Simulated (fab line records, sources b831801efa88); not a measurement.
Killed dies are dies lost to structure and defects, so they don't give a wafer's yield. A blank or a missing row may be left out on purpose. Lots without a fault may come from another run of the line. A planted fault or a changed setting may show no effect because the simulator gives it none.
Chamber matching | flow sfq_line | SFQ_TRILAYER_A5B_DEP_PECVD_129 on pecvd-02: 3 sister chambers
The step deposits SiO2 from SiH4/N2O, time 133.33 s, target thk 600 nm. 6 wafers are shown with their chamber, then 8 later ones without.

WAFERS WITH THEIR CHAMBER
wafer  | chamber | heater_power_w (W) | throttle_valve_pct (%)
L508.4 | 1       | 110                | 25.4
L511.4 | 0       | 92                 | 23.8
L516.2 | 1       | 104                | 26.3
L516.4 | 2       | 34                 | 26.9
L516.6 | 0       | 91                 | 24.5
L520.2 | 2       | 36                 | 26.4

WAFERS WITHOUT THEIR CHAMBER
wafer  | heater_power_w (W) | throttle_valve_pct (%)
L520.3 | 109                | 25.9
L520.4 | 91                 | 24.5
L523.2 | 109                | 26.0
L523.4 | 99                 | 24.5
L523.6 | 94                 | 25.8
L526.2 | 99                 | 26.1
L526.3 | 108                | 24.7
L526.6 | 106                | 26.0

WHICH CHAMBER EACH WENT THROUGH
wafer  | from the rows above     | in truth
L520.3 | 1                       | 1
L520.4 | 0                       | 0
L523.2 | 1                       | 1
L523.4 | can't be placed: 0 or 1 | 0
L523.6 | can't be placed: 0 or 1 | 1
L526.2 | can't be placed: 1 or 0 | 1
L526.3 | 1                       | 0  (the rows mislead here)
L526.6 | 1                       | 1
Placed correctly: 4 of 8. Can't be placed from these rows: 3 (the true chamber is among the candidates in 3). Placed wrongly: 1.
How it was worked out, from the rows above alone: a wafer's distance from a chamber is the root of the sum, over the readings, of the square of ((its reading less the chamber's mean) divided by the reading's scatter). The wafer belongs to the nearest chamber; if the next one is less than 2 further off, it can't be placed. A chamber's mean is the mean of its shown wafers. The scatter: the root of (the sum of the squares of (reading less its chamber's mean) over the shown wafers, divided by (wafers less chambers)).
